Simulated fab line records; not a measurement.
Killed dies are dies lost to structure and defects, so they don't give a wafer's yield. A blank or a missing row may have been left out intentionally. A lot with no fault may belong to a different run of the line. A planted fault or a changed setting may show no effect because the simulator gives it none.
fab line records	flow sky130
record: lots: 12	wafers: 36	lastDay: 50
route steps=708 shown METAL1@452 VIA1@458 PAD_OPEN@708
lots that met no fault: from a run of the same line without faults
startH: hours from the record's opening day to when the first of the lot's shown wafers began	waitH: hours elapsed since this lot's preceding step	" identical to the entry in the row above	L1.1+2: one row covering several wafers at once	- value missing, or start not given	* or withheld: withheld	< > ~ a bound
route shown NAME@n: NAME is a module with steps in the file, n the number in the route of the first one	usual: mean and standard deviation over wafers with no fault	same: alike in all rows	chamber/n: place in a boat	sites: the reading at each site	_std_site: standard deviation of those values	_edge_site: outer sites' mean less inner sites'	radiusMm: how far each site lies from the wafer's centre	mask NAME#n: copy n	behind: the tool/chamber that last shaped the wafer	hold: reason for holding the lot/hours on hold/outcome of the hold	device: transistor that didn't switch, given as n, p or np	end of line: at the end of the route, the tests of the same wafers	where a step has no rows: the recipe by itself	killed: not the wafer's yield, but the dies lost to structure and defects at the first sort	map: shows each die of a wafer: x if killed, . if not, _ if none is there
set.NAME: the run value of the setting; set.NAME@STEP: its run value at that earlier step	model.NAME: the simulator's own value behind a step, which no gauge read
a sample of lots followed through the steps of the route, with each step as a table and each wafer as a row
services: when a tool's chamber went out of use (startH, in hours from the record's first day, below 0 if earlier), for how many hours, and the reason
== steps ==
step: SKY_METAL1_ETCH_18
recipe: chemistry: N2/H2	target: BARC	ionEnergyEv: 200	biasW: 100	pressureMtorr: 30	n2FlowSccm: 100	h2FlowSccm: 200	icpW: 500	stopOn: SiO2	timeS: 45.9	targetDepthA: 600
usual: biasW: 100.0/0.32	drypumpMotorCurrentA: 5.75/0.3	heBacksideLeakSccm: 3.3/0.42	oesProductAu: 0.855/0.0049	throttleValvePct: 13.225/0.0089
lot.wafer	tool	chamber	startH	waitH	biasW	drypumpMotorCurrentA	heBacksideLeakSccm	oesProductAu	rfHoursCounterH	throttleValvePct
L908.1	rieMetal-03	0	770.79	0.0	100.3	5.80	3.2	0.861	11	13.233
L908.3	"	0	"	"	100.4	5.81	3.1	0.865	-	13.229
L908.4	"	1	"	"	100.4	6.33	2.9	0.854	-	13.216
L909.3	rieMetal-04	1	784.40	0.0	99.6	5.69	3.5	0.842	-	13.230
L909.4	"	0	"	"	100.4	5.36	3.4	0.846	-	13.219
L909.6	"	0	"	"	100.0	5.37	3.4	0.850	-	13.217
L911.4	rieMetal-03	1	787.71	0.0	99.9	6.33	3.0	0.851	-	13.232
L911.5	"	1	"	"	99.6	6.32	3.1	0.860	-	13.236
L911.6	"	0	"	"	100.1	5.73	3.1	0.863	-	13.224
L912.4	rieMetal-03	0	796.09	0.0	100.1	5.76	3.1	0.855	-	13.226
L912.5	"	1	"	"	100.3	6.32	3.1	0.861	-	13.233
L912.6	"	0	"	"	99.6	5.77	3.4	0.857	-	13.231
L913.2	rieMetal-04	0	810.48	0.0	99.8	5.37	3.3	0.856	6	13.223
L913.4	"	1	"	"	100.3	5.70	3.5	0.854	-	13.236
L913.6	"	0	"	"	99.8	5.36	3.4	0.860	-	13.219
L915.1	rieMetal-02	1	832.08	0.0	99.2	5.81	3.4	0.862	10	13.227
L915.4	"	1	"	"	99.4	5.79	3.3	0.859	-	13.236
L915.5	"	1	"	"	99.3	5.79	3.2	0.865	-	13.222
L916.1	rieMetal-02	1	836.39	0.0	100.4	5.81	3.1	0.855	10	13.227
L916.2	"	0	"	"	100.3	5.66	3.6	0.849	7	13.208
L916.3	"	0	"	"	100.1	5.66	3.1	0.856	-	13.227
L919.2	rieMetal-04	1	851.88	0.0	100.0	5.67	3.5	0.859	11	13.229
L919.4	"	1	"	"	100.2	5.69	3.6	0.855	-	13.239
L919.6	"	0	"	"	99.9	5.39	3.4	0.866	-	13.207
L923.1	rieMetal-02	0	885.44	0.0	99.7	5.65	3.4	0.851	9	13.210
L923.4	"	1	"	"	100.7	5.83	3.2	0.848	-	13.219
L923.6	"	0	"	"	99.5	5.64	3.2	0.860	-	13.225
L925.3	rieMetal-02	1	896.91	0.0	100.1	5.83	3.4	0.858	-	13.240
L925.4	"	0	"	"	99.9	5.64	3.3	0.856	-	13.211
L925.6	"	1	"	"	100.3	5.84	3.3	0.851	-	13.213
L926.1	rieMetal-04	0	898.44	0.0	99.6	5.39	3.2	0.854	10	13.226
L926.4	"	0	"	"	99.8	5.39	3.5	0.851	-	13.212
L926.6	"	0	"	"	100.0	5.38	3.4	0.856	-	13.234
L930.2	rieMetal-02	1	936.34	0.0	100.2	5.81	3.2	0.851	15	13.212
L930.5	"	0	"	"	100.2	5.64	3.3	0.857	-	13.213
L930.6	"	1	"	"	100.2	5.80	3.1	0.862	-	13.221
step: SKY_VIA1_HDPCVD_00
recipe: material: SiO2	targetThkNm: 1030	sigmaOpenFrac: 0.3	timeS: 171.7	tempC: 400	sih4FlowSccm: 60	pressureMtorr: 6
usual: sih4FlowSccm: 60.02/0.19
lot.wafer	tool	chamber	startH	waitH	sih4FlowSccm
L908.1	hdpcvd-01	0	771.58	0.0	59.85
L908.3	"	1	"	"	60.02
L908.4	"	0	"	"	60.03
L909.3	hdpcvd-01	0	785.12	0.0	60.00
L909.4	"	2	"	"	59.93
L909.6	"	1	"	"	59.99
L911.4	hdpcvd-02	0	788.49	0.1	59.66
L911.5	"	1	"	"	60.09
L911.6	"	2	"	"	59.63
L912.4	hdpcvd-02	2	796.87	0.1	59.98
L912.5	"	0	"	"	60.13
L912.6	"	1	"	"	60.05
L913.2	hdpcvd-02	1	811.23	0.0	60.26
L913.4	"	0	"	"	60.05
L913.6	"	2	"	"	60.24
L915.1	hdpcvd-01	0	832.85	0.0	60.30
L915.4	"	1	"	"	59.87
L915.5	"	0	"	"	60.26
L916.1	hdpcvd-02	2	837.14	0.0	59.95
L916.2	"	1	"	"	60.12
L916.3	"	0	"	"	59.71
L919.2	hdpcvd-01	0	852.66	0.0	60.23
L919.4	"	2	"	"	59.96
L919.6	"	1	"	"	60.10
L923.1	hdpcvd-02	2	886.19	0.0	60.02
L923.4	"	0	"	"	30.22
L923.6	"	2	"	"	59.96
L925.3	hdpcvd-02	0	897.64	0.0	29.91
L925.4	"	2	"	"	59.86
L925.6	"	0	"	"	30.03
L926.1	hdpcvd-01	2	899.19	0.0	60.21
L926.4	"	0	"	"	60.10
L926.6	"	2	"	"	60.27
L930.2	hdpcvd-01	0	937.10	0.0	60.15
L930.5	"	2	"	"	59.82
L930.6	"	1	"	"	60.09
step: SKY_VIA1_THK_MEAS_01
recipe: reads: SiO2_of_VIA1_HDPCVD_00
usual: VIA1_HDPCVD_THK: 1029/13
lot.wafer	tool	chamber	startH	waitH	VIA1_HDPCVD_THK[nm]
L908.1	filmMetro-02	-	771.69	0.1	1015
L908.3	"	-	"	"	1005
L908.4	"	-	"	"	1021
L909.3	filmMetro-02	-	785.25	0.1	1023
L909.4	"	-	"	"	1030
L909.6	"	-	"	"	1022
L911.4	filmMetro-03	-	788.58	0.0	1050
L911.5	"	-	"	"	1037
L911.6	"	-	"	"	1053
L912.4	filmMetro-03	-	796.96	0.0	1033
L912.5	"	-	"	"	1040
L912.6	"	-	"	"	1021
L913.2	filmMetro-03	-	811.35	0.1	1013
L913.4	"	-	"	"	1014
L913.6	"	-	"	"	1034
L915.1	filmMetro-03	-	832.97	0.1	1012
L915.4	"	-	"	"	1015
L915.5	"	-	"	"	1025
L916.1	filmMetro-03	-	837.25	0.1	1047
L916.2	"	-	"	"	1022
L916.3	"	-	"	"	1024
L919.2	filmMetro-03	-	852.78	0.1	1018
L919.4	"	-	"	"	1027
L919.6	"	-	"	"	1005
L923.1	filmMetro-02	-	886.30	0.1	1033
L923.4	"	-	"	"	522
L923.6	"	-	"	"	1013
L925.3	filmMetro-03	-	897.77	0.1	520
L925.4	"	-	"	"	1045
L925.6	"	-	"	"	528
L926.1	filmMetro-04	-	899.30	0.1	1013
L926.4	"	-	"	"	1028
L926.6	"	-	"	"	1024
L930.2	filmMetro-03	-	937.22	0.1	1039
L930.5	"	-	"	"	1030
L930.6	"	-	"	"	1038
step: SKY_VIA1_CD_MEAS_12
recipe: targetCdNm: 150
usual: cdNm: 150.3/1.8
lot.wafer	tool	chamber	startH	waitH	cdNm
L908.1	cdSem-02	-	798.30	-	151.4
L908.3	"	-	"	"	151.7
L908.4	"	-	"	"	152.3
L909.3	cdSem-02	-	812.07	-	151.8
L909.4	"	-	"	"	152.8
L909.6	"	-	"	"	152.7
L911.4	cdSem-02	-	815.78	-	152.5
L911.5	"	-	"	"	151.7
L911.6	"	-	"	"	152.1
L912.4	cdSem-02	-	823.79	-	150.8
L912.5	"	-	"	"	150.4
L912.6	"	-	"	"	148.8
L913.2	cdSem-01	-	837.88	-	152.8
L913.4	"	-	"	"	153.3
L913.6	"	-	"	"	153.3
L915.1	cdSem-02	-	859.99	-	149.9
L915.4	"	-	"	"	148.9
L915.5	"	-	"	"	150.0
L916.1	cdSem-02	-	863.78	-	148.4
L916.2	"	-	"	"	147.8
L916.3	"	-	"	"	147.0
L919.2	cdSem-02	-	878.87	-	148.8
L919.4	"	-	"	"	148.0
L919.6	"	-	"	"	146.6
L923.1	cdSem-01	-	911.92	-	150.2
L923.4	"	-	"	"	152.1
L923.6	"	-	"	"	152.3
L925.3	cdSem-01	-	923.92	-	152.2
L925.4	"	-	"	"	151.6
L925.6	"	-	"	"	151.7
L926.1	cdSem-02	-	924.58	-	149.5
L926.4	"	-	"	"	152.0
L926.6	"	-	"	"	149.7
L930.2	cdSem-02	-	962.00	-	148.9
L930.5	"	-	"	"	147.9
L930.6	"	-	"	"	149.0
step: SKY_VIA1_OVL_MEAS_13
usual: VIA1_OVL: -2/4.4
lot.wafer	tool	chamber	startH	waitH	VIA1_OVL[nm]
L908.1	overlay-01	-	798.42	0.1	-1
L908.3	"	-	"	"	-1
L908.4	"	-	"	"	9
L909.3	overlay-01	-	812.16	0.1	-4
L909.4	"	-	"	"	-1
L909.6	"	-	"	"	0
L911.4	overlay-02	-	815.86	0.1	-1
L911.5	"	-	"	"	-3
L911.6	"	-	"	"	1
L912.4	overlay-01	-	823.87	0.1	-2
L912.5	"	-	"	"	-8
L912.6	"	-	"	"	-6
L913.2	overlay-02	-	837.99	0.1	3
L913.4	"	-	"	"	-2
L913.6	"	-	"	"	0
L915.1	overlay-01	-	860.11	0.1	4
L915.4	"	-	"	"	-1
L915.5	"	-	"	"	-3
L916.1	overlay-02	-	863.90	0.1	-4
L916.2	"	-	"	"	0
L916.3	"	-	"	"	-2
L919.2	overlay-01	-	878.98	0.1	-5
L919.4	"	-	"	"	-2
L919.6	"	-	"	"	-1
L923.1	overlay-02	-	912.04	0.1	-2
L923.4	"	-	"	"	-7
L923.6	"	-	"	"	2
L925.3	overlay-01	-	924.01	0.1	-6
L925.4	"	-	"	"	-1
L925.6	"	-	"	"	-4
L926.1	overlay-01	-	924.70	0.1	-2
L926.4	"	-	"	"	0
L926.6	"	-	"	"	-4
L930.2	overlay-02	-	962.11	0.1	-2
L930.5	"	-	"	"	4
L930.6	"	-	"	"	1
step: SKY_PAD_OPEN_PROBE_99
usual: defectLimitedYield: 82.5/1.8	killed_at_M0_to_M3: 43/6.6	killed_at_M4_up: 2.9/1.8	killedAtContacts: 25/5.3	killedAtFrontEnd: 15/4.1	killedAtOther: 0.3/0.6	killedDies: 86/8.8	killedOpen: 47/6.7	killedShort: 39/6.2
same: grossDies: 492	killedAtBackSide: 0
lot.wafer	tool	chamber	startH	waitH	defectLimitedYield[%]	killed_at_M0_to_M3	killed_at_M4_up	killedAtContacts	killedAtFrontEnd	killedAtOther	killedDies	killedOpen	killedShort
L908.1	prober-01	-	1080.28	0.1	84.6	42	0	23	11	0	76	44	32
L908.3	prober-01	-	1080.38	0.2	84.6	36	3	22	15	0	76	44	32
L908.4	prober-01	-	1080.43	0.2	83.7	39	1	22	18	0	80	43	37
L909.3	prober-02	-	1089.16	0.2	82.1	47	2	23	16	0	88	44	44
L909.4	prober-02	-	1089.21	0.2	80.7	53	1	27	14	0	95	51	44
L909.6	prober-02	-	1089.31	0.2	84.8	37	2	21	15	0	75	36	39
L911.4	prober-02	-	1094.95	0.2	84.3	30	2	27	17	1	77	36	40
L911.5	prober-02	-	1095.00	0.2	82.7	44	3	19	18	1	85	43	42
L911.6	prober-02	-	1095.05	0.2	83.7	33	4	28	14	1	80	47	33
L912.4	prober-01	-	1101.51	0.2	85.2	35	2	22	14	0	73	38	35
L912.5	prober-01	-	1101.56	0.2	82.5	39	3	31	13	0	86	49	37
L912.6	prober-01	-	1101.61	0.2	81.5	56	3	20	12	0	91	46	45
L913.2	prober-02	-	1113.17	0.1	81.3	45	1	26	19	1	92	54	38
L913.4	prober-02	-	1113.27	0.2	82.7	43	6	23	12	1	85	49	36
L913.6	prober-02	-	1113.37	0.2	81.7	45	5	25	15	0	90	50	40
L915.1	prober-02	-	1128.68	0.1	84.1	32	7	21	18	0	78	35	43
L915.4	prober-02	-	1128.83	0.2	79.7	67	4	17	12	0	100	57	43
L915.5	prober-02	-	1128.88	0.2	81.9	42	1	34	12	0	89	54	35
L916.1	prober-01	-	1133.77	0.1	84.3	43	3	19	12	0	77	56	21
L916.2	prober-01	-	1133.82	0.1	83.5	39	2	16	24	0	81	35	46
L916.3	prober-01	-	1133.87	0.2	83.7	35	5	27	13	0	80	41	39
L919.2	prober-01	-	1141.71	0.1	81.3	40	0	33	19	0	92	50	42
L919.4	prober-01	-	1141.81	0.2	85.2	26	2	27	18	0	73	35	37
L919.6	prober-01	-	1141.91	0.2	82.1	35	3	28	21	1	88	42	46
L923.1	prober-01	-	1169.16	0.1	84.1	44	3	18	12	1	78	41	33
L923.4	prober-01	-	1169.31	0.2	86.2	38	3	16	10	1	68	36	31
L923.6	prober-01	-	1169.41	0.2	82.5	50	3	23	10	0	86	36	50
L925.3	prober-01	-	1176.62	0.2	83.9	38	3	30	8	0	79	43	36
L925.4	prober-01	-	1176.67	0.2	87.0	29	2	26	7	0	64	33	31
L925.6	prober-01	-	1176.77	0.2	83.1	43	8	17	15	0	83	39	44
L926.1	prober-02	-	1176.70	0.1	81.5	43	2	24	22	0	91	46	43
L926.4	prober-02	-	1176.85	0.2	81.7	36	4	29	21	0	90	44	46
L926.6	prober-02	-	1176.95	0.2	81.3	42	2	29	19	0	92	54	38
L930.2	prober-02	-	1200.68	0.1	83.3	43	3	26	10	0	82	45	37
L930.5	prober-02	-	1200.83	0.2	82.1	44	3	27	14	0	88	43	45
L930.6	prober-02	-	1200.88	0.2	82.5	44	1	22	19	0	86	49	37
killed by level:class
L908.1 CONTACT:geometricParticle:open=11 VIA1:geometricParticle:open=10 METAL2:geometricParticle:short=9 VIA3:geometricParticle:open=5 LI_CONTACT:geometricParticle:open=4 VIA2:geometricParticle:open=4 FIELD_ISO:geometricParticle:short=3 FIELD_ISO:geometricParticle:open=3
L908.3 VIA1:geometricParticle:open=8 CONTACT:geometricParticle:open=7 LI_CONTACT:geometricParticle:open=7 METAL2:geometricParticle:short=6 VIA1:geometricParticle:short=6 FIELD_ISO:geometricParticle:open=5 CONTACT:geometricParticle:short=4 VIA3:geometricParticle:open=4
L908.4 VIA1:geometricParticle:open=9 VIA2:geometricParticle:open=9 CONTACT:geometricParticle:open=7 POLY_GATE:geometricParticle:short=6 METAL1:geometricParticle:short=5 LOCAL_INTERCONNECT:geometricParticle:short=5 FIELD_ISO:geometricParticle:open=4 POLY_GATE:geometricParticle:open=4
L909.3 VIA2:geometricParticle:open=13 CONTACT:geometricParticle:open=7 CONTACT:geometricParticle:short=7 METAL1:geometricParticle:short=6 VIA3:geometricParticle:open=6 VIA1:geometricParticle:open=5 METAL3:geometricParticle:short=5 FIELD_ISO:geometricParticle:short=4
L909.4 VIA3:geometricParticle:open=12 LI_CONTACT:geometricParticle:open=9 VIA1:geometricParticle:open=9 VIA1:geometricParticle:short=7 METAL2:geometricParticle:short=6 CONTACT:geometricParticle:short=6 VIA2:geometricParticle:open=6 LOCAL_INTERCONNECT:geometricParticle:short=4
L909.6 CONTACT:geometricParticle:open=7 VIA2:geometricParticle:open=6 LI_CONTACT:geometricParticle:open=5 METAL2:geometricParticle:short=5 METAL1:geometricParticle:short=5 POLY_GATE:geometricParticle:open=4 VIA3:geometricParticle:open=4 CONTACT:geometricParticle:short=4
L911.4 CONTACT:geometricParticle:open=12 VIA1:geometricParticle:open=7 FIELD_ISO:geometricParticle:short=6 POLY_GATE:geometricParticle:short=6 LI_CONTACT:geometricParticle:open=6 CONTACT:geometricParticle:short=4 VIA1:geometricParticle:short=4 METAL2:geometricParticle:short=4
L911.5 VIA1:geometricParticle:open=10 FIELD_ISO:geometricParticle:short=6 CONTACT:geometricParticle:open=6 VIA2:geometricParticle:open=6 LOCAL_INTERCONNECT:geometricParticle:short=5 VIA3:geometricParticle:open=4 POLY_GATE:geometricParticle:short=4 LI_CONTACT:geometricParticle:open=4
L911.6 LI_CONTACT:geometricParticle:open=12 CONTACT:geometricParticle:open=9 METAL2:geometricParticle:short=6 VIA2:geometricParticle:open=5 VIA3:geometricParticle:short=5 POLY_GATE:geometricParticle:open=4 METAL1:geometricParticle:open=4 FIELD_ISO:geometricParticle:short=3
L912.4 CONTACT:geometricParticle:open=8 LI_CONTACT:geometricParticle:open=7 VIA1:geometricParticle:open=6 METAL3:geometricParticle:short=6 FIELD_ISO:geometricParticle:open=5 VIA2:geometricParticle:open=5 VIA3:geometricParticle:open=5 FIELD_ISO:geometricParticle:short=4
L912.5 LI_CONTACT:geometricParticle:open=13 VIA1:geometricParticle:open=12 CONTACT:geometricParticle:short=7 CONTACT:geometricParticle:open=6 METAL1:geometricParticle:short=6 FIELD_ISO:geometricParticle:open=5 METAL2:geometricParticle:short=5 VIA1:geometricParticle:short=4
L912.6 VIA1:geometricParticle:open=15 VIA2:geometricParticle:short=7 VIA1:geometricParticle:short=6 VIA3:geometricParticle:open=6 METAL2:geometricParticle:short=6 VIA2:geometricParticle:open=6 CONTACT:geometricParticle:short=5 LI_CONTACT:geometricParticle:open=5
L913.2 VIA1:geometricParticle:open=12 VIA2:geometricParticle:open=11 CONTACT:geometricParticle:open=8 CONTACT:geometricParticle:short=7 FIELD_ISO:geometricParticle:open=6 LI_CONTACT:geometricParticle:open=5 VIA3:geometricParticle:open=5 VIA1:geometricParticle:short=4
L913.4 VIA1:geometricParticle:open=15 CONTACT:geometricParticle:open=13 METAL1:geometricParticle:short=6 VIA3:geometricParticle:open=6 VIA2:geometricParticle:open=5 METAL2:geometricParticle:short=4 METAL3:geometricParticle:short=4 METAL4:geometricParticle:short=4
L913.6 VIA1:geometricParticle:open=14 CONTACT:geometricParticle:open=8 LI_CONTACT:geometricParticle:open=7 METAL1:geometricParticle:short=6 VIA1:geometricParticle:short=6 LOCAL_INTERCONNECT:geometricParticle:short=5 FIELD_ISO:geometricParticle:short=4 POLY_GATE:geometricParticle:open=4
L915.1 CONTACT:geometricParticle:open=7 POLY_GATE:geometricParticle:short=5 POLY_GATE:geometricParticle:open=5 CONTACT:geometricParticle:short=5 METAL2:geometricParticle:short=5 VIA2:geometricParticle:open=5 METAL3:geometricParticle:short=5 METAL4:geometricParticle:short=5
L915.4 VIA3:geometricParticle:open=11 VIA1:geometricParticle:open=11 CONTACT:geometricParticle:open=9 METAL1:geometricParticle:short=8 VIA2:geometricParticle:open=7 METAL2:geometricParticle:short=5 VIA3:geometricParticle:short=5 VIA2:geometricParticle:short=4
L915.5 CONTACT:geometricParticle:open=13 VIA1:geometricParticle:open=9 VIA3:geometricParticle:open=8 VIA1:geometricParticle:short=7 VIA2:geometricParticle:open=7 LI_CONTACT:geometricParticle:open=6 CONTACT:geometricParticle:short=6 FIELD_ISO:geometricParticle:open=5
L916.1 VIA1:geometricParticle:open=14 CONTACT:geometricParticle:open=10 VIA2:geometricParticle:open=10 VIA1:geometricParticle:short=5 POLY_GATE:geometricParticle:short=4 VIA3:geometricParticle:open=4 LOCAL_INTERCONNECT:geometricParticle:open=4 FIELD_ISO:geometricParticle:open=3
L916.2 POLY_GATE:geometricParticle:short=11 VIA1:geometricParticle:open=10 VIA1:geometricParticle:short=7 FIELD_ISO:geometricParticle:short=6 VIA2:geometricParticle:open=6 VIA3:geometricParticle:short=6 LI_CONTACT:geometricParticle:open=5 METAL1:geometricParticle:short=5
L916.3 VIA1:geometricParticle:open=11 CONTACT:geometricParticle:open=11 POLY_GATE:geometricParticle:short=6 VIA1:geometricParticle:short=5 VIA3:geometricParticle:open=5 FIELD_ISO:geometricParticle:short=4 LI_CONTACT:geometricParticle:short=4 LI_CONTACT:geometricParticle:open=4
L919.2 VIA1:geometricParticle:open=11 LI_CONTACT:geometricParticle:open=11 CONTACT:geometricParticle:open=11 METAL2:geometricParticle:short=9 POLY_GATE:geometricParticle:short=5 CONTACT:geometricParticle:short=4 METAL1:geometricParticle:short=4 FIELD_ISO:geometricParticle:open=3
L919.4 LI_CONTACT:geometricParticle:open=11 METAL2:geometricParticle:short=6 VIA3:geometricParticle:open=6 FIELD_ISO:geometricParticle:open=5 FIELD_ISO:geometricParticle:short=5 VIA1:geometricParticle:short=5 LOCAL_INTERCONNECT:geometricParticle:short=4 CONTACT:geometricParticle:short=4
L919.6 CONTACT:geometricParticle:open=15 VIA1:geometricParticle:open=9 METAL2:geometricParticle:short=7 FIELD_ISO:geometricParticle:short=6 CONTACT:geometricParticle:short=6 POLY_GATE:geometricParticle:short=5 METAL1:geometricParticle:short=5 FIELD_ISO:geometricParticle:open=4
L923.1 CONTACT:geometricParticle:open=10 VIA1:geometricParticle:open=9 VIA2:geometricParticle:open=8 METAL2:geometricParticle:short=6 FIELD_ISO:geometricParticle:open=5 CONTACT:geometricParticle:short=5 VIA3:geometricParticle:open=5 VIA3:geometricParticle:short=4
L923.4 VIA1:geometricParticle:open=7 VIA2:geometricParticle:open=7 LI_CONTACT:geometricParticle:open=6 CONTACT:geometricParticle:open=6 METAL2:geometricParticle:short=6 VIA2:geometricParticle:short=4 METAL3:geometricParticle:short=4 FIELD_ISO:geometricParticle:short=3
L923.6 VIA1:geometricParticle:short=9 METAL2:geometricParticle:short=9 VIA1:geometricParticle:open=8 LI_CONTACT:geometricParticle:open=7 CONTACT:geometricParticle:open=6 LOCAL_INTERCONNECT:geometricParticle:short=5 VIA2:geometricParticle:open=5 LI_CONTACT:geometricParticle:short=4
L925.3 LI_CONTACT:geometricParticle:open=10 CONTACT:geometricParticle:open=10 METAL2:geometricParticle:short=7 VIA3:geometricParticle:open=7 VIA2:geometricParticle:open=6 METAL1:geometricParticle:short=6 VIA1:geometricParticle:open=5 CONTACT:geometricParticle:short=5
L925.4 LI_CONTACT:geometricParticle:open=11 VIA1:geometricParticle:open=9 LOCAL_INTERCONNECT:geometricParticle:short=5 CONTACT:geometricParticle:short=5 VIA2:geometricParticle:short=4 VIA1:geometricParticle:short=4 VIA3:geometricParticle:open=3 LI_CONTACT:geometricParticle:short=3
L926.1 VIA1:geometricParticle:open=10 POLY_GATE:geometricParticle:open=6 LI_CONTACT:geometricParticle:open=6 VIA3:geometricParticle:open=6 CONTACT:geometricParticle:short=5 CONTACT:geometricParticle:open=5 VIA2:geometricParticle:open=5 METAL1:geometricParticle:short=5
L925.6 VIA1:geometricParticle:short=8 VIA1:geometricParticle:open=8 LI_CONTACT:geometricParticle:short=7 METAL2:geometricParticle:short=6 CONTACT:geometricParticle:open=6 METAL4:geometricParticle:short=6 METAL1:geometricParticle:open=5 POLY_GATE:geometricParticle:open=4
L926.4 LI_CONTACT:geometricParticle:open=10 VIA1:geometricParticle:open=8 FIELD_ISO:geometricParticle:short=7 CONTACT:geometricParticle:open=7 VIA1:geometricParticle:short=7 FIELD_ISO:geometricParticle:open=6 LI_CONTACT:geometricParticle:short=5 METAL2:geometricParticle:short=5
L926.6 CONTACT:geometricParticle:open=12 LI_CONTACT:geometricParticle:open=10 VIA2:geometricParticle:open=10 METAL1:geometricParticle:short=8 VIA1:geometricParticle:open=8 CONTACT:geometricParticle:short=6 FIELD_ISO:geometricParticle:short=5 POLY_GATE:geometricParticle:open=5
L930.2 VIA2:geometricParticle:open=9 CONTACT:geometricParticle:open=7 VIA3:geometricParticle:open=7 VIA1:geometricParticle:open=6 VIA1:geometricParticle:short=6 LI_CONTACT:geometricParticle:open=5 CONTACT:geometricParticle:short=5 FIELD_ISO:geometricParticle:open=4
L930.5 CONTACT:geometricParticle:open=12 VIA1:geometricParticle:open=12 FIELD_ISO:geometricParticle:short=6 METAL1:geometricParticle:short=6 POLY_GATE:geometricParticle:short=4 LI_CONTACT:geometricParticle:short=4 VIA2:geometricParticle:open=4 METAL2:geometricParticle:short=4
L930.6 CONTACT:geometricParticle:open=12 VIA1:geometricParticle:open=11 POLY_GATE:geometricParticle:open=6 LI_CONTACT:geometricParticle:open=6 METAL1:geometricParticle:short=6 VIA2:geometricParticle:open=6 METAL2:geometricParticle:short=6 FIELD_ISO:geometricParticle:short=4
== services ==
tool	chamber	startH	hours	kind
hdpcvd-02	2	765.13	5.9	repair
rieMetal-03	-	774.75	0.3	repair
hdpcvd-01	0	775.37	5.0	repair
rieMetal-03	1	809.57	4.0	repair
rieMetal-03	1	813.60	-	clean
rieMetal-03	1	813.60	16.1	scheduledDown
rieMetal-03	1	813.60	16.1	ventCycle
rieMetal-03	0	867.80	-	clean
rieMetal-03	0	867.80	26.1	scheduledDown
rieMetal-03	0	867.80	26.1	ventCycle
rieMetal-03	-	889.43	4.0	pm
rieMetal-04	1	898.99	14.8	repair
hdpcvd-02	-	900.77	1.0	repair
== key ==
firstSign: step: SKY_VIA1_HDPCVD_00	reading: sih4FlowSccm	direction: down	sigmas: 99+	usual: 60.02	struck: 30.06
effect: step: SKY_VIA1_THK_MEAS_01	reading: VIA1_HDPCVD_THK	direction: down	sigmas: 39	usual: 1029	struck: 523
metAt SKY_VIA1_HDPCVD_00
struckLots L923,L925
struckWafers L923.4,L925.3,L925.6
notActingAt SKY_METAL1_ETCH_18,SKY_VIA1_CD_MEAS_12,SKY_VIA1_OVL_MEAS_13
onsetBetween 837.14 886.19
fault: kind: processParameterDrift	tool: hdpcvd-02	chamber: 0	onsetH: 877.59	steps: SKY_VIA1_HDPCVD_00	channel: sih4FlowSccm	offset: -30	shape: step	endH: 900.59	actsIn: theseRecipesOnly	stated: 60
